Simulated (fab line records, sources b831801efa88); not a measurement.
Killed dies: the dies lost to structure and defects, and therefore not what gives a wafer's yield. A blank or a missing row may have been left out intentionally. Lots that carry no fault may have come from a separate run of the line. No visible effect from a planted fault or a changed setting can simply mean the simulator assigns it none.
The tool behind it: which one? -- flow sky130 -- 33 wafers from 11 lots sampled at 6 of the route's 708 steps

## WHAT THE GAUGES READ, wafer by wafer
SKY_SD_N_RS_MEAS_17: a four-point-probe measurement. Usual: SD_P_RS typically reads 147.0 ohm/sq, with standard deviation 0.39.
lot,measured,on,SD_P_RS (ohm/sq),flag
L729,day 28 04:40,filmMetro-01,146.6 146.6 146.6,
L731,day 29 00:54,filmMetro-02,146.5 147.3 146.6,
L733,day 29 13:02,filmMetro-03,146.6 147.2 147.0,
L734,day 31 02:10,filmMetro-02,146.7 147.1 147.0,
L736,day 31 03:10,filmMetro-03,146.9 146.8 146.7,
L740,day 32 00:22,filmMetro-03,146.8 146.8 146.9,
L742,day 32 11:22,filmMetro-01,146.9 146.8 146.7,
L741,day 32 18:57,filmMetro-02,148.0 147.5 147.4,
L743,day 33 03:40,filmMetro-02,146.1 146.5 146.7,
L744,day 33 03:58,filmMetro-01,147.6 147.4 147.6,
L745,day 33 08:13,filmMetro-03,147.3 147.2 147.2,

SKY_LI_CONTACT_RS_MEAS_22: a four-point-probe measurement. Usual: LI_CONTACT_W_RS typically reads 0.2943 ohm/sq, with standard deviation 0.0028.
lot,measured,on,LI_CONTACT_W_RS (ohm/sq),flag
L729,day 29 10:06,filmMetro-02,0.2972 0.2966 0.2912,
L731,day 30 06:25,filmMetro-01,0.2928 0.2959 0.2940,
L733,day 30 18:30,filmMetro-01,0.3004 0.3000 0.2953,
L734,day 32 06:20,filmMetro-02,0.2945 0.2941 0.2962,
L736,day 32 07:42,filmMetro-03,0.2940 0.2960 0.2918,
L740,day 33 05:07,filmMetro-03,0.2923 0.2896 0.2931,
L742,day 33 16:46,filmMetro-01,0.2913 0.2929 0.2928,
L741,day 33 23:22,filmMetro-02,0.2579 0.2574 0.2593,OFF
L743,day 34 07:46,filmMetro-02,0.2590 0.2531 0.2578,OFF
L744,day 34 08:01,filmMetro-03,0.2962 0.2975 0.2984,
L745,day 34 12:56,filmMetro-02,0.2560 0.2559 0.2582,OFF

SKY_LI_CONTACT_THK_MEAS_23: measures by xrf. Usual: LI_CONTACT_W_THK typically reads 389 nm, with standard deviation 6.
lot,measured,on,LI_CONTACT_W_THK (nm),flag
L729,day 29 10:13,filmMetro-02,384 381 388,
L731,day 30 06:32,filmMetro-01,386 385 388,
L733,day 30 18:36,filmMetro-01,381 382 386,
L734,day 32 06:27,filmMetro-02,384 383 382,
L736,day 32 07:49,filmMetro-03,396 396 399,
L740,day 33 05:14,filmMetro-03,404 403 400,
L742,day 33 16:52,filmMetro-01,390 386 387,
L741,day 33 23:29,filmMetro-02,440 438 433,OFF
L743,day 34 07:52,filmMetro-02,430 442 439,OFF
L744,day 34 08:08,filmMetro-03,394 394 394,
L745,day 34 13:01,filmMetro-02,438 438 435,OFF

## TOOL THAT RAN EACH LOT (tool first, then ch and the chambers of the sampled wafers, then the start)
lot,SKY_SD_N_RTA_14,SKY_LI_CONTACT_SPUTTER_20,SKY_LI_CONTACT_CVD_21
L729,"rtpAnneal-02 ch 0, day 28 04:22","pvdSputter-01, day 29 09:54","cvdW-01 ch 0, day 29 09:58"
L731,"rtpAnneal-01 ch 0, day 29 00:37","pvdSputter-01, day 30 06:14","cvdW-01 ch 0,1, day 30 06:18"
L733,"rtpAnneal-01 ch 0, day 29 12:44","pvdSputter-02, day 30 18:16","cvdW-02 ch 0,1, day 30 18:22"
L734,"rtpAnneal-02 ch 0, day 31 01:52","pvdSputter-01, day 32 06:09","cvdW-02 ch 0,1, day 32 06:13"
L736,"rtpAnneal-02 ch 0, day 31 02:52","pvdSputter-02, day 32 07:30","cvdW-02 ch 0,1, day 32 07:34"
L740,"rtpAnneal-02 ch 0, day 32 00:04","pvdSputter-03, day 33 04:55","cvdW-01 ch 1, day 33 04:59"
L742,"rtpAnneal-01 ch 0, day 32 11:02","pvdSputter-01, day 33 16:31","cvdW-02 ch 0,1, day 33 16:37"
L741,"rtpAnneal-02 ch 0, day 32 18:40","pvdSputter-03, day 33 23:10","cvdW-01 ch 0,1, day 33 23:14"
L743,"rtpAnneal-01 ch 0, day 33 03:22","pvdSputter-02, day 34 07:34","cvdW-01 ch 0,1, day 34 07:37"
L744,"rtpAnneal-02 ch 0, day 33 03:40","pvdSputter-01, day 34 07:50","cvdW-02 ch 0,1, day 34 07:53"
L745,"rtpAnneal-01 ch 0, day 33 07:53","pvdSputter-02, day 34 12:41","cvdW-01 ch 0,1, day 34 12:47"
- SKY_SD_N_RTA_14: time 2 s.
- SKY_LI_CONTACT_SPUTTER_20: material TiN, target thk 20 nm, time 80 s.
- SKY_LI_CONTACT_CVD_21: deposits W, target thk 400 nm, time 120.56 s.

## AS READ BY THE TOOLS THEMSELVES (means over the sampled wafers that have a number; for cases with no such wafer, the mark the record gives instead)
SKY_SD_N_RTA_14. Usual: lampPowerPct 15.74 %, standard deviation 0.052; rampUpCPerS 150.00, standard deviation 0.026; wafer_temp_C_max 1078.1, standard deviation 1.5.
lot,tool,lampPowerPct (%),rampUpCPerS,wafer_temp_C_max,flag
L729,rtpAnneal-02,15.69,149.97,1078.9,
L731,rtpAnneal-01,15.70,149.99,1077.4,
L733,rtpAnneal-01,15.69,150.01,1076.9,
L734,rtpAnneal-02,15.69,150.00,1076.6,
L736,rtpAnneal-02,15.76,150.02,1077.2,
L740,rtpAnneal-02,15.74,150.02,1077.5,
L742,rtpAnneal-01,15.75,149.99,1079.0,
L741,rtpAnneal-02,15.74,150.03,1079.3,
L743,rtpAnneal-01,15.70,150.00,1077.0,
L744,rtpAnneal-02,15.74,150.01,1078.7,
L745,rtpAnneal-01,15.76,149.99,1079.2,

SKY_LI_CONTACT_SPUTTER_20. Usual: cathodeDcPowerW 3999.9 W, standard deviation 0.72; throttleValvePct 30.0 %, standard deviation 0.71.
lot,tool,cathodeDcPowerW (W),throttleValvePct (%),flag
L729,pvdSputter-01,3999.6,30.1,
L731,pvdSputter-01,4000.5,30.0,
L733,pvdSputter-02,4000.1,29.8,
L734,pvdSputter-01,3999.3,30.4,
L736,pvdSputter-02,3999.6,29.6,
L740,pvdSputter-03,3999.5,30.1,
L742,pvdSputter-01,4000.0,29.4,
L741,pvdSputter-03,4000.3,30.3,
L743,pvdSputter-02,4000.5,29.7,
L744,pvdSputter-01,3999.9,30.5,
L745,pvdSputter-02,4000.1,29.4,

SKY_LI_CONTACT_CVD_21. Usual: chamberPressureTorr 40.00 Torr, standard deviation 0.089; heaterPowerW 842 W, standard deviation 53.
lot,tool,chamberPressureTorr (Torr),heaterPowerW (W),flag
L729,cvdW-01,39.87,847,
L731,cvdW-01,40.03,810,
L733,cvdW-02,40.00,887,
L734,cvdW-02,40.06,898,
L736,cvdW-02,40.01,880,
L740,cvdW-01,39.90,756,
L742,cvdW-02,39.96,877,
L741,cvdW-01,40.10,828,
L743,cvdW-01,39.94,800,
L744,cvdW-02,40.07,878,
L745,cvdW-01,39.94,831,

## THE ANSWER, worked out from the rows above alone
Rule: lot off if the mean of its wafers having a number is beyond 3 standard deviations from the usual mean. A lot without any number at a reading at which 4 lots or more have one is off too. Any other lot the step has rows for is counted as sound. After the gauges, taken in route order, come the tools' own readings; for these a lot's mean is taken, as printed above. The first step at which some lot is off is used, and at that step the reading that is off furthest; a lot without a number counts as furthest.
Off: L741, L743, L745, seen at SKY_LI_CONTACT_RS_MEAS_22 (LI_CONTACT_W_RS).
If a tool, at a process step before that reading, ran all the lots that are off and no sound lot after the first of them, it fits. Those tools and the gauges at SKY_LI_CONTACT_RS_MEAS_22 are tried in the same way. Can't be told from this: 2 tools fit, cvdW-01 at SKY_LI_CONTACT_CVD_21, filmMetro-02 at SKY_LI_CONTACT_RS_MEAS_22.

## WHAT HAD BEEN PUT IN BY THE SIMULATOR
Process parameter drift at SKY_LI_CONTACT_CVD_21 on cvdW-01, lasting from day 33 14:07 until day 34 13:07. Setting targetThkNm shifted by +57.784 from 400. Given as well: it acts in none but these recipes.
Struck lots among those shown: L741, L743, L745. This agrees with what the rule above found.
